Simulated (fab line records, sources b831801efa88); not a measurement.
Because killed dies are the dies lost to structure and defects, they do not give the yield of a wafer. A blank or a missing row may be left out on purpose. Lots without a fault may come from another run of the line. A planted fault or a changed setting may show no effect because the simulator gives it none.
A single fault, viewed from 2 desks | flow gf180mcu | each desk has only its own numbers; what lay behind them comes last

## AT THE METROLOGY DESK
What the gauges read, lot by lot, whatever tool the lot ran on: means of the sampled wafers that have a number. Any lot whose mean is over 4 standard deviations away from the usual mean is out of limits and marked OUT; that distance is given in the brackets.
Columns: A = M3_ALCU_THK at GF_M3_THK_MEAS_06, usual 454 nm; B = V3_CVD_00_THK at GF_V3_THK_MEAS_01, usual 595 nm
lot  | first seen here | A   | B
L822 | day 20 12:33    | 459 | 594
L823 | day 21 05:56    | 464 | 593
L824 | day 21 11:46    | 452 | 599
L826 | day 22 04:25    | 452 | 599
L828 | day 22 22:42    | 461 | 600
L829 | day 23 19:26    | 460 | 593
L834 | day 25 04:20    | 463 | 592
L837 | day 26 01:35    | 453 | 599
L839 | day 26 15:48    | 462 | 595
L840 | day 27 02:49    | 454 | 591
L841 | day 27 06:44    | 450 | 599
L843 | day 27 23:55    | 447 | 589
L844 | day 28 02:21    | 442 | 594
L845 | day 28 07:27    | 451 | 607
This desk's finding: nothing out of limits on any of the 14 lots.

## FOR THE TOOL OWNER'S DESK: litho-track-02
The tool's own readings at GF_HV_LDD_DEVELOP_45 (develop time 60 s): means of the sampled wafers that have a number, for each lot that ran on this tool. Any lot whose mean is over 4 standard deviations away from the usual mean is out of limits and marked OUT; that distance is given in the brackets.
Columns: A = developer-temp-C at GF_HV_LDD_DEVELOP_45, usual 22.99 C
lot  | first seen here | A
L828 | day 14 10:05    | 22.92
L834 | day 16 17:40    | 23.64 (+6.5) OUT
L837 | day 17 16:25    | 23.73 (+7.4) OUT
L845 | day 20 06:54    | 22.89
Finding of this desk: L834, L837 out of limits; the first was L834 at day 16 17:40, on developer-temp-C at GF_HV_LDD_DEVELOP_45. L828, L845: within limits.

## TAKEN TOGETHER
On L834, L837, at day 16 17:40, an alarm was possible from the tool owner's desk.
The metrology desk saw nothing out of limits.
The metrology desk has L834, L837 on record, within its limits.
All the named lots went through GF_HV_LDD_DEVELOP_45 on litho-track-02.

## WHAT WAS PUT IN BY THE SIMULATOR
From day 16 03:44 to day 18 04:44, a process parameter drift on litho-track-02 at GF_HV_LDD_DEVELOP_45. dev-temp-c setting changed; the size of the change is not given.
Struck lots among those shown: L834, L837.
Time in hours from fault onset to the first out-of-limits reading at each desk: the tool owner's desk, 14.
